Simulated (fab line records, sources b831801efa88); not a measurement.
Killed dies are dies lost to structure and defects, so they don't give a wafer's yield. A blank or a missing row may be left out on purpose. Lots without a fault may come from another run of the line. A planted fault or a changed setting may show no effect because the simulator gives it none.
Tool commonality check | flow sky130 | 12 lots, 45 wafers sampled

WHY IT WAS OPENED
At SKY_SONOS_ONO_THK_MEAS_03 the reading SONOS_ONO_CVD_02_THK is flagged on 3 of 12 lots. Wafers without a fault read 10.53 nm, standard deviation 0.13.
Rule: a lot is flagged when every wafer of it that has a number lies more than 4 standard deviations from that mean, or none has a number. The other lots count as sound.

lot  | measured     | on            | SONOS_ONO_CVD_02_THK (nm), wafer by wafer | flag
L701 | day 11 18:29 | film_metro-04 | 10.44 10.50 10.48                         |
L702 | day 11 18:29 | film_metro-03 | 10.81 10.83 10.66                         |
L704 | day 12 09:38 | film_metro-01 | 10.69 10.56 10.56                         |
L708 | day 13 23:42 | film_metro-03 | 5.83 5.79 5.72 5.87 5.81 5.74             | FLAGGED
L709 | day 13 23:43 | film_metro-01 | 5.57 5.69 5.71 5.61 5.69 5.77             | FLAGGED
L710 | day 14 08:07 | film_metro-03 | 5.70 5.80 5.76 5.73 5.71 5.79             | FLAGGED
L718 | day 17 19:35 | film_metro-01 | 10.51 10.79 10.74                         |
L717 | day 17 23:51 | film_metro-04 | 10.55 10.51 10.52                         |
L719 | day 18 10:29 | film_metro-04 | 10.52 10.68 10.68                         |
L721 | day 18 10:29 | film_metro-03 | 10.63 10.64 10.59                         |
L722 | day 18 17:47 | film_metro-04 | 10.44 10.45 10.30                         |
L723 | day 18 21:26 | film_metro-01 | 10.39 10.35 10.40                         |
The numbers of the flagged lots are 5.74 nm on average: -4.79 nm against the usual, or -37 standard deviations.

WHICH TOOL RAN EACH LOT
The record holds 2 process steps before the reading, out of a route of 708 steps. In each cell: the tool, then ch and the chambers that the sampled wafers went through, then the start.
lot  | flag    | SKY_VT_ADJUST_LVTN_STRIP_20          | SKY_SONOS_ONO_CVD_02
L701 |         | plasma_asher-03 ch 0,1, day 7 18:41  | lpcvd-02 ch 1, day 11 17:26
L702 |         | plasma_asher-01 ch 0,1, day 7 20:38  | lpcvd-02 ch 0, day 11 17:26
L704 |         | plasma_asher-03 ch 0,1, day 8 10:41  | lpcvd-02 ch 0, day 12 08:35
L708 | FLAGGED | plasma_asher-04 ch 0,1, day 9 18:47  | lpcvd-02 ch 1, day 13 22:39
L709 | FLAGGED | plasma_asher-03 ch 0,1, day 9 20:02  | lpcvd-02 ch 1, day 13 22:39
L710 | FLAGGED | plasma_asher-03 ch 0,1, day 10 02:50 | lpcvd-02 ch 1, day 14 07:04
L718 |         | plasma_asher-01 ch 0,1, day 13 01:56 | lpcvd-02 ch 1, day 17 18:31
L717 |         | plasma_asher-04 ch 0,1, day 13 04:22 | lpcvd-02 ch 0, day 17 22:46
L719 |         | plasma_asher-04 ch 0,1, day 13 10:13 | lpcvd-02 ch 0, day 18 08:53
L721 |         | plasma_asher-04 ch 0,1, day 13 15:31 | lpcvd-02 ch 1, day 18 08:53
L722 |         | plasma_asher-03 ch 0,1, day 13 21:42 | lpcvd-02 ch 1, day 18 16:44
L723 |         | plasma_asher-01 ch 0,1, day 13 22:38 | lpcvd-02 ch 0, day 18 20:23
What these steps do:
- SKY_VT_ADJUST_LVTN_STRIP_20: strips in O2/N2.
- SKY_SONOS_ONO_CVD_02: deposits Si3N4 from DCS/NH3, target thk 10.5 nm, time 180 s.
- SKY_SONOS_ONO_THK_MEAS_03

FLAGGED OVER TOTAL, TOOL BY TOOL (the gauges that took the reading come last)
step                        | tool            | lots run | flagged | share of the flagged lots | sound lots run after its first flagged lot
SKY_VT_ADJUST_LVTN_STRIP_20 | plasma_asher-01 | 3        | 0       | none                      | -
SKY_VT_ADJUST_LVTN_STRIP_20 | plasma_asher-03 | 5        | 2       | some                      | 1 (L722)
SKY_VT_ADJUST_LVTN_STRIP_20 | plasma_asher-04 | 4        | 1       | some                      | 3 (L717,L719,L721)
SKY_SONOS_ONO_CVD_02        | lpcvd-02        | 12       | 3       | all                       | 6 (L718,L717,L719,L721,L722,L723)
SKY_SONOS_ONO_THK_MEAS_03   | film_metro-01   | 4        | 1       | some                      | 2 (L718,L723)
SKY_SONOS_ONO_THK_MEAS_03   | film_metro-03   | 4        | 2       | some                      | 1 (L721)
SKY_SONOS_ONO_THK_MEAS_03   | film_metro-04   | 4        | 0       | none                      | -

WHAT THE TABLE ALLOWS
1 row of the table ran every flagged lot: lpcvd-02 at SKY_SONOS_ONO_CVD_02.
- lpcvd-02 at SKY_SONOS_ONO_CVD_02: 3 of its 12 lots flagged. Sound lots ran on it after the first flagged one (L718, L717, L719, L721, L722, L723), which a lasting fault on the whole tool wouldn't allow.
No row of the table ran every flagged lot and no sound lot after the first.

WHAT THE SIMULATOR HAD PUT IN
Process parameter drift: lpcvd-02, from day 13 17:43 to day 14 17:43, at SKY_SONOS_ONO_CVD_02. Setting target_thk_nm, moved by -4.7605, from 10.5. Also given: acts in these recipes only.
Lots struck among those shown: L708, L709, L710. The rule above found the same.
